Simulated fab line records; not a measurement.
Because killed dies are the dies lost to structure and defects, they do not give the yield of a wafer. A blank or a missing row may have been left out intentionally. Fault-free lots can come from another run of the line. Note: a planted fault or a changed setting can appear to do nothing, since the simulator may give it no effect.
2 desks looking at one fault ; flow gf180mcu ; numbers are kept per desk, each desk with only its own; the story behind them comes last

## AT THE TOOL OWNER'S DESK: implanter-03
The tool's own readings at GF_MVPSD_IMPLANT_08: means of the sampled wafers that have a number, for each lot that ran on this tool. A lot is out of limits, marked OUT, if its mean lies more than 4 standard deviations from the usual mean; the brackets give that distance.
Columns: A = beam_on_s at GF_MVPSD_IMPLANT_08, usual 10.02 s; B = dose_ions_cm2 at GF_MVPSD_IMPLANT_08, usual 1.5e+13
lot;first seen here;A;B
L221;day 6 10:36;9.97;1.5e+13
L223;day 6 22:32;10.17;1.5e+13
L230;day 9 03:32;9.86;1.6e+13 (+38) OUT
L231;day 9 11:32;10.02;1.6e+13 (+38) OUT
This desk finds L230, L231 out of limits, L230 being first, at day 9 03:32 (dose_ions_cm2 at GF_MVPSD_IMPLANT_08). Within limits: L221, L223.

## METROLOGY DESK
What the gauges read for every lot (on any tool): the sampled wafers with a number, averaged. A lot is out of limits, marked OUT, if its mean lies more than 4 standard deviations from the usual mean; the brackets give that distance.
Columns: A = MVPSD_RS at GF_VT_IMPLANT_RS_MEAS_49, usual 1169 ohm/sq; B = CONTACT_OVL at GF_CONTACT_OVL_MEAS_15, usual -2 nm
lot;first seen here;A;B
L216;day 7 17:55;1173;-9
L219;day 8 15:16;1162;-6
L220;day 8 20:58;1161;-7
L221;day 9 04:26;1169;-6
L222;day 9 15:01;1168;7
L223;day 9 18:24;1172;7
L225;day 10 08:02;1170;-5
L230;day 12 03:43;1149 (-5.6) OUT;-1
L231;day 12 13:52;1146 (-6.6) OUT;5
L236;day 13 14:16;1167;3
L238;day 13 22:53;1169;-6
L237;day 14 02:16;1174;2
This desk reports L230, L231 out of limits; the earliest was L230 at day 12 03:43 (MVPSD_RS at GF_VT_IMPLANT_RS_MEAS_49). Within limits: L216, L219, L220, L221, L222, L223, L225, L236, L238, L237.

## TAKEN TOGETHER
The tool owner's desk had the chance to raise an alarm at day 9 03:32 on L230, L231.
An alarm was possible from the metrology desk at day 12 03:43, on L230, L231.
Every lot named ran GF_MVPSD_IMPLANT_08 on implanter-03.

## WHAT THE SIMULATOR PUT IN
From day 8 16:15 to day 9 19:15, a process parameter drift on implanter-03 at GF_MVPSD_IMPLANT_08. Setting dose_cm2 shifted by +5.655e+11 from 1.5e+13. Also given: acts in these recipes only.
Struck lots among those shown: L230, L231.
Counting hours from when the fault started, the first reading out of limits came at 11 for the tool owner's desk and at 83 for the metrology desk.
